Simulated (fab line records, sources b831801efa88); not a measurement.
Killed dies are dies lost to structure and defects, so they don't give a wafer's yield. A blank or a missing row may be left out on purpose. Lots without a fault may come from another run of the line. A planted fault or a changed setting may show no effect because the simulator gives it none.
fab line records | flow gf180mcu
record lots=24 wafers=72 last_day=34
route steps=602 shown M1@331 V2@387 V3@443 V4@494
lots that met no fault: from a run of the same line without faults
start_h: hours from the record's first day to the start of the lot's first wafer shown | wait_h: hours since the lot's step before | " the same as in the row above | L1.1+2: a row that stands for several wafers | - no value, or no start given | * or withheld: withheld | < > ~ a bound
route shown NAME@n: a module of which the file shows steps, and the number in the route of the first | usual: mean/standard deviation of fault-free wafers | same: alike in all rows | chamber/n: place in a boat | sites: the reading at each site | _std_site: their standard deviation | _edge_site: outer sites' mean less inner sites' | radius_mm: how far each site lies from the wafer's centre | mask NAME#n: copy n | behind: the tool/chamber that last shaped the wafer | hold: why the lot was held/for how many hours/how that ended | device: the transistor (n, p or np) that didn't switch | end of line: the same wafers' tests at the end of the route | a step without rows: its recipe alone | killed: dies lost to structure and defects at the first sort, not the wafer's yield | map: a wafer's dies, x killed, . not, _ none there
set.NAME: the setting as run; set.NAME@STEP: as run at that earlier step | model.NAME: the simulator's own value behind a step, which no gauge read
steps of the route over a sample of lots; a table a step, a row a wafer
services: from which hour (start_h, from the record's first day; less than 0 if before it) a tool's chamber was out of use, for how many hours, and why
## steps
# step GF_M1_METAL_ETCH_16
# recipe chemistry=Cl2/BCl3 mask_material=KrF target_depth_nm=627.5 stop_on=SiO2 pressure_mtorr=8 icp_w=800 bias_w=140 Cl2_flow_sccm=80 bcl3_flow_sccm=40 time_s=104.6
# usual drypump_motor_current_A=5.91/0.27 he_backside_leak_sccm=3.3/0.38 oes_product_au=0.972/0.0067 throttle_valve_pct=28.249/0.01
# columns lot.wafer tool chamber start_h wait_h drypump_motor_current_A he_backside_leak_sccm oes_product_au rf_hours_counter_h throttle_valve_pct
L074.1 rie_metal-02 1 388.82 0.0 6.12 3.2 0.964 6 28.249
L074.3 " 1 " " 6.13 3.2 0.976 - 28.254
L074.6 " 0 " " 6.16 3.7 0.966 - 28.231
L075.1 rie_metal-04 0 392.78 0.0 5.45 3.4 0.984 9 28.245
L075.4 " 1 " " 5.97 3.2 0.962 - 28.252
L075.6 " 0 " " 5.46 3.4 0.972 - 28.245
L076.1 rie_metal-04 1 401.82 0.0 5.95 3.2 0.969 6 28.249
L076.3 " 1 " " 5.96 3.1 0.978 - 28.237
L076.6 " 0 " " 5.47 3.5 0.974 - 28.255
L077.3 rie_metal-02 0 411.34 0.1 6.16 3.3 0.984 - 28.240
L077.4 " 1 " " 6.10 3.1 0.971 - 28.258
L077.5 " 1 " " 6.10 3.3 0.979 - 28.238
L078.1 rie_metal-01 0 418.67 0.0 6.18 3.6 0.967 1 28.272
L078.5 " 0 " " 6.13 3.6 0.975 - 28.249
L078.6 " 1 " " 5.99 3.1 0.968 - 28.247
L079.4 rie_metal-01 1 427.61 0.0 6.04 3.1 0.987 - 28.251
L079.5 " 0 " " 6.14 3.5 0.972 - 28.247
L079.6 " 1 " " 6.01 3.2 0.971 - 28.239
L080.1 rie_metal-04 0 441.50 0.0 5.47 3.4 0.968 10 28.247
L080.5 " 1 " " 5.94 3.2 0.970 - 28.273
L080.6 " 0 " " 5.48 3.4 0.969 - 28.257
L081.3 rie_metal-02 1 450.86 0.1 6.13 3.1 0.983 - 28.252
L081.4 " 0 " " 6.19 3.3 0.974 - 28.238
L081.5 " 1 " " 6.11 2.9 0.977 - 28.244
L082.2 rie_metal-04 0 458.70 0.0 5.47 3.3 0.978 10 28.237
L082.3 " 1 " " 5.92 3.1 0.972 - 28.254
L082.4 " 0 " " 5.46 3.5 0.964 - 28.253
L083.1 rie_metal-04 1 481.72 0.0 5.95 3.1 0.975 7 28.243
L083.3 " 0 " " 5.45 3.4 0.959 - 28.258
L083.4 " 1 " " 5.93 3.0 0.969 - 28.260
L084.2 rie_metal-04 0 489.77 0.0 5.49 3.5 0.970 11 28.259
L084.4 " 1 " " 5.93 3.2 0.986 - 28.238
L084.5 " 1 " " 5.95 3.1 0.984 - 28.258
L085.1 rie_metal-02 1 493.92 0.0 6.10 3.3 0.990 8 28.239
L085.3 " 0 " " 6.16 3.5 0.979 - 28.244
L085.4 " 1 " " 6.13 3.2 0.960 - 28.260
L086.1 rie_metal-04 1 503.07 0.0 5.94 3.2 0.972 8 28.244
L086.4 " 1 " " 5.94 3.1 0.963 - 28.257
L086.6 " 1 " " 5.92 3.2 0.968 - 28.244
L087.1 rie_metal-01 0 510.07 0.0 6.17 3.5 0.972 3 28.266
L087.3 " 0 " " 6.19 3.4 0.971 - 28.248
L087.6 " 0 " " 6.16 3.4 0.973 - 28.246
L088.1 rie_metal-02 1 511.07 0.0 6.10 5.2 0.975 9 28.257
L088.2 " 0 " " 6.17 3.5 0.973 11 28.250
L088.4 " 1 " " 6.08 3.1 0.990 - 28.256
L089.4 rie_metal-01 0 525.04 0.0 6.15 3.6 0.980 - 28.246
L089.5 " 1 " " 5.95 3.0 0.978 - 28.249
L089.6 " 0 " " 6.17 3.5 0.968 - 28.258
L090.2 rie_metal-02 0 536.62 0.0 6.17 3.5 0.964 11 28.264
L090.3 " 1 " " 6.11 3.1 0.975 - 28.244
L090.5 " 1 " " 6.12 3.1 0.972 - 28.256
L091.4 rie_metal-04 0 539.19 0.0 5.48 3.5 0.974 - 28.267
L091.5 " 1 " " 5.95 2.9 0.968 - 28.261
L091.6 " 0 " " 5.48 3.3 0.966 - 28.267
L092.1 rie_metal-04 1 544.77 0.0 5.94 3.0 0.972 9 28.259
L092.3 " 1 " " 5.96 3.1 0.958 - 28.263
L092.4 " 0 " " 5.48 3.5 0.962 - 28.263
L093.1 rie_metal-01 1 550.27 0.0 5.97 3.3 0.969 8 28.250
L093.2 " 0 " " 6.20 6.7 0.967 4 28.262
L093.4 " 1 " " 5.95 3.2 0.960 - 28.249
L094.1 rie_metal-04 1 556.60 0.0 5.96 3.0 0.981 9 28.249
L094.2 " 0 " " 5.45 3.3 0.975 1 28.252
L094.4 " 0 " " 5.47 3.4 0.983 - 28.233
L095.1 rie_metal-04 0 565.62 0.0 5.46 3.4 0.968 1 28.246
L095.2 " 1 " " 5.95 3.0 0.977 10 28.240
L095.3 " 0 " " 5.46 3.3 0.972 - 28.230
L096.2 rie_metal-01 0 571.85 0.0 6.16 3.6 0.963 4 28.267
L096.4 " 0 " " 6.17 3.6 0.975 - 28.245
L096.6 " 0 " " 6.21 3.5 0.980 - 28.263
L097.2 rie_metal-04 0 583.37 0.0 5.48 3.4 0.976 1 28.250
L097.4 " 0 " " 5.49 3.4 0.957 - 28.270
L097.5 " 1 " " 5.94 3.0 0.975 - 28.259
# step GF_V2_BOW_MEAS_05
# recipe mode=bow
# usual V2_BOW=101/7.6
# columns lot.wafer tool chamber start_h wait_h V2_BOW[um]
L074.1 film_metro-02 - 440.88 0.1 99
L074.3 " - " " 91
L074.6 " - " " 95
L075.1 film_metro-03 - 444.76 0.2 96
L075.4 " - " " 88
L075.6 " - " " 98
L076.1 film_metro-01 - 453.61 0.1 96
L076.3 " - " " 98
L076.6 " - " " 101
L077.3 film_metro-02 - 463.12 0.3 98
L077.4 " - " " 110
L077.5 " - " " 107
L078.1 film_metro-02 - 471.23 0.1 101
L078.5 " - " " 93
L078.6 " - " " 100
L079.4 film_metro-03 - 481.12 0.3 92
L079.5 " - " " 91
L079.6 " - " " 91
L080.1 film_metro-03 - 494.06 0.1 104
L080.5 " - " " 105
L080.6 " - " " 115
L081.3 film_metro-03 - 503.89 0.2 98
L081.4 " - " " 118
L081.5 " - " " 100
L082.2 film_metro-02 - 511.16 0.2 107
L082.3 " - " " 118
L082.4 " - " " 104
L083.1 film_metro-01 - 532.78 0.1 101
L083.3 " - " " 93
L083.4 " - " " 89
L084.2 film_metro-03 - 540.04 0.2 106
L084.4 " - " " 94
L084.5 " - " " 97
L085.1 film_metro-03 - 544.42 0.1 111
L085.3 " - " " 105
L085.4 " - " " 101
L086.1 film_metro-01 - 552.87 0.1 103
L086.4 " - " " 103
L086.6 " - " " 106
L087.1 film_metro-03 - 560.32 0.2 97
L087.3 " - " " 101
L087.6 " - " " 103
L088.1 film_metro-03 - 560.44 0.3 102
L088.2 " - " " 112
L088.4 " - " " 100
L089.4 film_metro-01 - 574.23 0.3 97
L089.5 " - " " 95
L089.6 " - " " 88
L090.2 film_metro-03 - 585.60 0.2 99
L090.3 " - " " 100
L090.5 " - " " 95
L091.4 film_metro-01 - 586.54 0.3 105
L091.5 " - " " 109
L091.6 " - " " 110
L092.1 film_metro-02 - 592.46 0.2 102
L092.3 " - " " 114
L092.4 " - " " 103
L093.1 film_metro-02 - 598.24 0.1 107
L093.2 " - " " 109
L093.4 " - " " 100
L094.1 film_metro-02 - 604.23 0.2 107
L094.2 " - " " 103
L094.4 " - " " 98
L095.1 film_metro-03 - 612.77 0.1 93
L095.2 " - " " 100
L095.3 " - " " 102
L096.2 film_metro-03 - 618.51 0.1 106
L096.4 " - " " 93
L096.6 " - " " 108
L097.2 film_metro-01 - 629.00 0.1 101
L097.4 " - " " 91
L097.5 " - " " 107
# step GF_V3_CD_MEAS_14
# recipe target_cd_nm=260
# usual cd_nm=259.9/1.3
# columns lot.wafer tool chamber start_h wait_h cd_nm
L074.1 cd_sem-01 - 516.66 0.1 260.3
L074.3 " - " " 261.0
L074.6 " - " " 260.6
L075.1 cd_sem-02 - 519.64 0.2 261.8
L075.4 " - " " 262.4
L075.6 " - " " 262.5
L076.1 cd_sem-01 - 528.56 0.1 262.3
L076.3 " - " " 262.2
L076.6 " - " " 261.1
L077.3 cd_sem-02 - 536.35 0.1 257.8
L077.4 " - " " 258.0
L077.5 " - " " 259.1
L078.1 cd_sem-01 - 546.55 0.1 259.9
L078.5 " - " " 258.0
L078.6 " - " " 258.5
L079.4 cd_sem-01 - 552.47 0.1 259.5
L079.5 " - " " 259.5
L079.6 " - " " 259.5
L080.1 cd_sem-01 - 566.72 0.1 261.2
L080.5 " - " " 261.5
L080.6 " - " " 260.8
L081.3 cd_sem-02 - 574.21 0.1 259.9
L081.4 " - " " 259.8
L081.5 " - " " 258.2
L082.2 cd_sem-02 - 580.83 0.1 261.2
L082.3 " - " " 261.7
L082.4 " - " " 261.6
L083.1 cd_sem-02 - 600.51 0.1 258.3
L083.3 " - " " 259.8
L083.4 " - " " 258.5
L084.2 cd_sem-01 - 607.03 0.1 262.6
L084.4 " - " " 261.9
L084.5 " - " " 261.4
L085.1 cd_sem-02 - 612.30 0.1 258.7
L085.3 " - " " 259.5
L085.4 " - " " 259.1
L086.1 cd_sem-01 - 620.40 0.1 260.0
L086.4 " - " " 259.7
L086.6 " - " " 259.4
L087.1 cd_sem-02 - 626.71 0.1 260.2
L087.3 " - " " 259.3
L087.6 " - " " 260.2
L088.1 cd_sem-02 - 627.06 0.1 258.9
L088.2 " - " " 258.8
L088.4 " - " " 258.2
L089.4 cd_sem-01 - 639.17 0.1 257.6
L089.5 " - " " 258.3
L089.6 " - " " 258.5
L090.2 cd_sem-02 - 650.09 0.1 258.8
L090.3 " - " " 258.5
L090.5 " - " " 258.9
L091.4 cd_sem-02 - 651.42 0.1 260.7
L091.5 " - " " 260.9
L091.6 " - " " 261.5
L092.1 cd_sem-01 - 655.94 0.1 258.1
L092.3 " - " " 258.8
L092.4 " - " " 259.4
L093.1 cd_sem-02 - 662.61 0.1 259.6
L093.2 " - " " 259.9
L093.4 " - " " 259.8
L094.1 cd_sem-02 - 667.86 0.1 259.3
L094.2 " - " " 260.0
L094.4 " - " " 259.7
L095.1 cd_sem-02 - 675.61 0.1 260.6
L095.2 " - " " 260.7
L095.3 " - " " 260.2
L096.2 cd_sem-02 - 679.79 0.1 259.8
L096.4 " - " " 261.2
L096.6 " - " " 259.8
L097.2 cd_sem-01 - 690.59 0.1 259.4
L097.4 " - " " 260.4
L097.5 " - " " 259.9
# step GF_V3_ETCH_16
# recipe chemistry=N2/H2 target_depth_a=withheld overetch_a=withheld time_s=withheld target=BARC ion_energy_ev=200 source_w=500 bias_w=100 pressure_mtorr=30 n2_flow_sccm=100 h2_flow_sccm=200
# usual drypump_motor_current_A=5.8/0.35 oes_product_au=0.854/0.0043 throttle_valve_pct=13.225/0.0092
# columns lot.wafer tool chamber start_h wait_h drypump_motor_current_A oes_product_au throttle_valve_pct
L074.1 rie_diel-02 1 516.82 0.0 6.1 0.856 13.213
L074.3 " 2 " " 5.9 0.853 13.230
L074.6 " 2 " " 5.9 0.852 13.237
L075.1 rie_diel-04 0 519.79 0.0 6.0 0.850 13.229
L075.4 " 1 " " 4.8 0.852 13.210
L075.6 " 2 " " 5.9 0.848 13.243
L076.1 rie_diel-02 0 528.72 0.0 5.7 0.851 13.223
L076.3 " 2 " " 5.9 0.850 13.213
L076.6 " 3 " " 5.7 0.846 13.218
L077.3 rie_diel-02 3 536.47 0.0 5.6 0.853 13.219
L077.4 " 1 " " 6.1 0.854 13.212
L077.5 " 1 " " 6.1 0.851 13.218
L078.1 rie_diel-02 2 546.70 0.0 5.9 0.853 13.219
L078.5 " 1 " " 6.1 0.856 13.234
L078.6 " 2 " " 5.9 0.851 13.228
L079.4 rie_diel-02 3 552.57 0.0 5.6 0.845 13.225
L079.5 " 3 " " 5.7 0.857 13.231
L079.6 " 0 " " 5.7 0.853 13.228
L080.1 rie_diel-01 3 566.88 0.0 5.8 0.854 13.230
L080.5 " 2 " " 5.9 0.852 13.236
L080.6 " 3 " " 5.7 0.854 13.240
L081.3 rie_diel-02 2 574.33 0.0 5.8 0.853 13.224
L081.4 " 1 " " 6.1 0.854 13.219
L081.5 " 0 " " 5.7 0.860 13.216
L082.2 rie_diel-02 0 580.97 0.0 5.7 0.850 13.228
L082.3 " 1 " " 6.1 0.859 13.221
L082.4 " 2 " " 5.9 0.852 13.227
L083.1 rie_diel-01 0 600.67 0.0 6.3 0.852 13.223
L083.3 " 1 " " 6.1 0.855 13.228
L083.4 " 3 " " 5.8 0.851 13.227
L084.2 rie_diel-04 3 607.17 0.0 5.6 0.842 13.229
L084.4 " 1 " " 4.8 0.853 13.219
L084.5 " 0 " " 6.0 0.861 13.220
L085.1 rie_diel-01 3 612.45 0.0 5.8 0.854 13.219
L085.3 " 2 " " 5.9 0.850 13.218
L085.4 " 0 " " 6.3 0.860 13.215
L086.1 rie_diel-01 1 620.55 0.0 6.1 0.861 13.233
L086.4 " 0 " " 6.3 0.852 13.227
L086.6 " 3 " " 5.8 0.858 13.246
L087.1 rie_diel-01 3 626.87 0.0 5.7 0.856 13.237
L087.3 " 2 " " 6.0 0.851 13.225
L087.6 " 3 " " 5.7 0.852 13.210
L088.1 rie_diel-04 2 627.22 0.0 5.9 0.853 13.225
L088.2 " 0 " " 6.0 0.857 13.216
L088.4 " 1 " " 4.8 0.857 13.208
L089.4 rie_diel-04 2 639.27 0.0 5.9 0.852 13.226
L089.5 " 3 " " 5.6 0.848 13.226
L089.6 " 0 " " 6.0 0.847 13.228
L090.2 rie_diel-04 1 650.22 0.0 4.8 0.851 13.234
L090.3 " 2 " " 5.9 0.858 13.214
L090.5 " 2 " " 5.9 0.854 13.224
L091.4 rie_diel-04 3 651.52 0.0 5.6 0.855 13.223
L091.5 " 0 " " 6.0 0.861 13.233
L091.6 " 3 " " 5.6 0.853 13.218
L092.1 rie_diel-01 2 656.10 0.0 6.0 0.854 13.222
L092.3 " 1 " " 6.1 0.847 13.219
L092.4 " 0 " " 6.3 0.859 13.230
L093.1 rie_diel-04 0 662.77 0.0 6.0 0.855 13.210
L093.2 " 2 " " 5.9 0.853 13.225
L093.4 " 3 " " 5.6 0.862 13.224
L094.1 rie_diel-04 2 668.02 0.0 5.9 0.858 13.227
L094.2 " 3 " " 5.7 0.856 13.237
L094.4 " 3 " " 5.6 0.859 13.231
L095.1 rie_diel-01 3 675.77 0.0 5.8 0.855 13.232
L095.2 " 1 " " 6.1 0.858 13.238
L095.3 " 0 " " 6.3 0.857 13.227
L096.2 rie_diel-02 0 679.92 0.0 5.7 0.855 13.225
L096.4 " 1 " " 6.1 0.859 13.240
L096.6 " 2 " " 5.9 0.859 13.245
L097.2 rie_diel-01 1 690.72 0.0 6.1 0.858 13.233
L097.4 " 2 " " 6.0 0.855 13.212
L097.5 " 2 " " 6.0 0.862 13.215
# step GF_V3_CVD_23
# recipe material=W target_thk_nm=350 time_s=104.9 temp_c=400 pressure_torr=40
# usual heater_power_w=751/89
# columns lot.wafer tool chamber start_h wait_h heater_power_w since_wet_clean_h
L074.1 cvd_w-02 0 517.58 0.0 667 114
L074.3 " 1 " " 876 -
L074.6 " 1 " " 842 -
L075.1 cvd_w-02 1 520.56 0.0 842 117
L075.4 " 1 " " 833 -
L075.6 " 0 " " 672 -
L076.1 cvd_w-01 1 529.48 0.0 822 624
L076.3 " 1 " " 805 -
L076.6 " 1 " " 822 -
L077.3 cvd_w-01 0 537.27 0.1 657 -
L077.4 " 1 " " 787 -
L077.5 " 0 " " 653 -
L078.1 cvd_w-01 0 547.46 0.0 659 642
L078.5 " 1 " " 809 -
L078.6 " 0 " " 649 -
L079.4 cvd_w-02 1 553.37 0.1 848 -
L079.5 " 0 " " 664 -
L079.6 " 1 " " 867 -
L080.1 cvd_w-01 0 567.64 0.0 641 662
L080.5 " 1 " " 820 -
L080.6 " 0 " " 643 -
L081.3 cvd_w-02 1 575.13 0.1 849 -
L081.4 " 0 " " 667 -
L081.5 " 0 " " 687 -
L082.2 cvd_w-02 0 581.73 0.0 698 178
L082.3 " 1 " " 857 -
L082.4 " 0 " " 672 -
L083.1 cvd_w-02 1 601.43 0.0 845 197
L083.3 " 0 " " 681 -
L083.4 " 1 " " 845 -
L084.2 cvd_w-02 0 607.94 0.0 661 204
L084.4 " 1 " " 847 -
L084.5 " 0 " " 693 -
L085.1 cvd_w-02 1 613.62 0.0 839 210
L085.3 " 0 " " 664 -
L085.4 " 1 " " 872 -
L086.1 cvd_w-01 1 621.73 0.0 822 716
L086.4 " 1 " " 831 -
L086.6 " 1 " " 788 -
L087.1 cvd_w-02 1 627.63 0.0 853 224
L087.3 " 0 " " 676 -
L087.6 " 1 " " 843 -
L088.1 cvd_w-01 0 627.98 0.0 664 722
L088.2 " 1 " " 834 722
L088.4 " 1 " " 815 -
L089.4 cvd_w-02 1 640.07 0.1 852 -
L089.5 " 0 " " 674 -
L089.6 " 1 " " 842 -
L090.2 cvd_w-02 1 651.00 0.0 857 247
L090.3 " 1 " " 891 -
L090.5 " 0 " " 681 -
L091.4 cvd_w-02 0 652.32 0.1 675 -
L091.5 " 0 " " 664 -
L091.6 " 1 " " 862 -
L092.1 cvd_w-01 0 656.87 0.0 655 751
L092.3 " 1 " " 826 -
L092.4 " 0 " " 656 -
L093.1 cvd_w-02 0 663.53 0.0 671 260
L093.2 " 1 " " 863 260
L093.4 " 1 " " 867 -
L094.1 cvd_w-01 1 668.78 0.0 819 763
L094.2 " 0 " " 649 763
L094.4 " 0 " " 653 -
L095.1 cvd_w-01 0 676.56 0.0 658 771
L095.2 " 1 " " 825 771
L095.3 " 1 " " 809 -
L096.2 cvd_w-01 1 680.73 0.0 813 775
L096.4 " 0 " " 647 -
L096.6 " 1 " " 808 -
L097.2 cvd_w-01 0 691.49 0.0 656 786
L097.4 " 1 " " 828 -
L097.5 " 1 " " 833 -
# step GF_V4_STRIP_18
# recipe chemistry=O2/N2 power_w=1400 pressure_mtorr=1500 platen_temp_c=250 o2_flow_sccm=3000 n2_flow_sccm=300 overash_fraction=0.5
# usual drypump_motor_current_A=5.4/0.51 heater_power_w=343/25 o2_flow_sccm=2999/8.5 oes_product_au=0.593/0.0049
# columns lot.wafer tool chamber start_h wait_h drypump_motor_current_A heater_power_w o2_flow_sccm oes_product_au rf_hours_counter_h
L074.1 plasma_asher-01 1 565.55 - 5.3 306 3000 0.583 85
L074.3 " 0 " " 5.3 367 2991 0.587 -
L074.6 " 1 " " 5.3 299 3014 0.598 -
L075.1 plasma_asher-01 0 568.04 - 5.2 371 3008 0.593 85
L075.4 " 1 " " 5.3 293 2984 0.599 -
L075.6 " 0 " " 5.2 368 3001 0.594 -
L076.1 plasma_asher-03 1 575.85 - 4.6 341 2995 0.598 46
L076.3 " 1 " " 4.6 338 3006 0.598 -
L076.6 " 1 " " 4.6 333 2994 0.594 -
L077.3 plasma_asher-02 1 584.48 - 5.8 393 2996 0.594 -
L077.4 " 0 " " 6.2 321 3009 0.598 -
L077.5 " 0 " " 6.2 322 2996 0.594 -
L078.1 plasma_asher-01 1 593.70 - 5.3 305 2992 0.598 88
L078.5 " 0 " " 5.2 369 2988 0.591 -
L078.6 " 1 " " 5.3 308 2997 0.589 -
L079.4 plasma_asher-02 1 599.44 - 5.8 386 2998 0.594 -
L079.5 " 1 " " 5.8 388 2980 0.599 -
L079.6 " 0 " " 6.2 331 2994 0.594 -
L080.1 plasma_asher-01 1 612.65 - 5.3 296 2995 0.593 90
L080.5 " 1 " " 5.3 300 2996 0.589 -
L080.6 " 0 " " 5.2 368 3006 0.593 -
L081.3 plasma_asher-03 0 619.88 - 5.6 341 2999 0.588 -
L081.4 " 1 " " 4.6 325 2997 0.601 -
L081.5 " 1 " " 4.6 330 3003 0.584 -
L082.2 plasma_asher-03 0 625.85 - 5.6 335 3004 0.591 50
L082.3 " 1 " " 4.6 336 2997 0.580 -
L082.4 " 0 " " 5.6 342 3014 0.591 -
L083.1 plasma_asher-03 1 644.34 - 4.6 335 2990 0.585 52
L083.3 " 0 " " 5.6 341 2998 0.605 -
L083.4 " 1 " " 4.7 339 2986 0.592 -
L084.2 plasma_asher-03 1 650.70 - 4.7 347 2998 0.597 53
L084.4 " 1 " " 4.7 333 2997 0.593 -
L084.5 " 0 " " 5.6 349 3004 0.585 -
L085.1 plasma_asher-03 1 655.37 - 4.7 336 3000 0.598 54
L085.3 " 1 " " 4.7 343 3011 0.592 -
L085.4 " 0 " " 5.6 346 3005 0.595 -
L086.1 plasma_asher-03 0 664.35 - 5.6 345 2987 0.584 55
L086.4 " 0 " " 5.7 343 2997 0.591 -
L086.6 " 0 " " 5.6 341 2988 0.591 -
L087.1 plasma_asher-02 1 668.79 - 5.8 386 3004 0.599 27
L087.3 " 1 " " 5.8 385 3010 0.590 -
L087.6 " 0 " " 6.1 321 2980 0.595 -
L088.1 plasma_asher-02 1 669.44 - 5.8 384 2986 0.592 27
L088.2 " 0 " " 6.2 326 3001 0.590 27
L088.4 " 0 " " 6.2 321 3005 0.592 -
L089.4 plasma_asher-01 1 682.00 - 5.3 303 3017 0.591 -
L089.5 " 0 " " 5.2 356 2998 0.598 -
L089.6 " 1 " " 5.3 300 3017 0.592 -
L090.2 plasma_asher-03 0 691.99 - 5.7 344 3000 0.593 59
L090.3 " 0 " " 5.6 348 3008 0.594 -
L090.5 " 1 " " 4.7 337 2999 0.593 -
L091.4 plasma_asher-03 0 692.38 - 5.7 342 2991 0.600 -
L091.5 " 0 " " 5.6 356 3001 0.598 -
L091.6 " 1 " " 4.6 337 2985 0.595 -
L092.1 plasma_asher-02 1 697.55 - 5.8 395 3007 0.592 30
L092.3 " 0 " " 6.1 322 2996 0.600 -
L092.4 " 1 " " 5.8 391 3003 0.588 -
L093.1 plasma_asher-03 0 703.25 - 5.6 337 3011 0.591 60
L093.2 " 1 " " 4.6 341 2990 0.598 60
L093.4 " 0 " " 5.6 343 3007 0.602 -
L094.1 plasma_asher-02 1 708.59 - 5.8 388 2991 0.593 32
L094.2 " 0 " " 6.1 323 3004 0.591 32
L094.4 " 0 " " 6.1 331 3000 0.590 -
L095.1 plasma_asher-02 0 715.35 - 6.1 326 2999 0.591 33
L095.2 " 1 " " 5.8 379 2995 0.601 33
L095.3 " 0 " " 6.1 323 3004 0.589 -
L096.2 plasma_asher-03 0 720.40 - 5.6 347 3005 0.596 63
L096.4 " 1 " " 4.6 333 2996 0.590 -
L096.6 " 0 " " 5.6 346 3002 0.586 -
L097.2 plasma_asher-01 1 730.25 - 5.3 303 3007 0.594 96
L097.4 " 0 " " 5.2 371 2997 0.595 -
L097.5 " 0 " " 5.2 369 2991 0.594 -
## services
# columns tool chamber start_h hours kind
cvd_w-02 1 371.87 5.1 repair
rie_diel-02 0 380.35 2.8 repair
rie_diel-01 - 385.99 2.8 pm
cvd_w-02 - 390.00 14.0 pm
rie_diel-04 - 395.44 2.0 repair
rie_diel-02 3 428.31 3.6 repair
rie_diel-01 0 458.80 6.7 repair
rie_diel-01 - 474.51 0.6 repair
rie_diel-04 3 478.34 4.0 repair
cvd_w-02 - 482.87 0.4 repair
rie_diel-04 2 483.18 6.6 repair
plasma_asher-03 - 506.10 28.1 pm
cvd_w-01 - 518.06 0.5 repair
rie_diel-04 1 520.50 4.4 repair
rie_diel-04 3 529.99 3.2 repair
rie_diel-04 1 543.50 3.7 repair
cvd_w-02 - 547.99 2.8 pm
rie_diel-01 2 551.94 7.4 repair
plasma_asher-03 - 609.01 4.7 repair
rie_diel-02 2 615.40 8.7 repair
rie_diel-04 - 622.67 1.0 repair
rie_diel-02 - 626.43 2.8 pm
cvd_w-01 - 635.47 6.9 pm
cvd_w-02 1 655.56 1.8 repair
## key
fault none
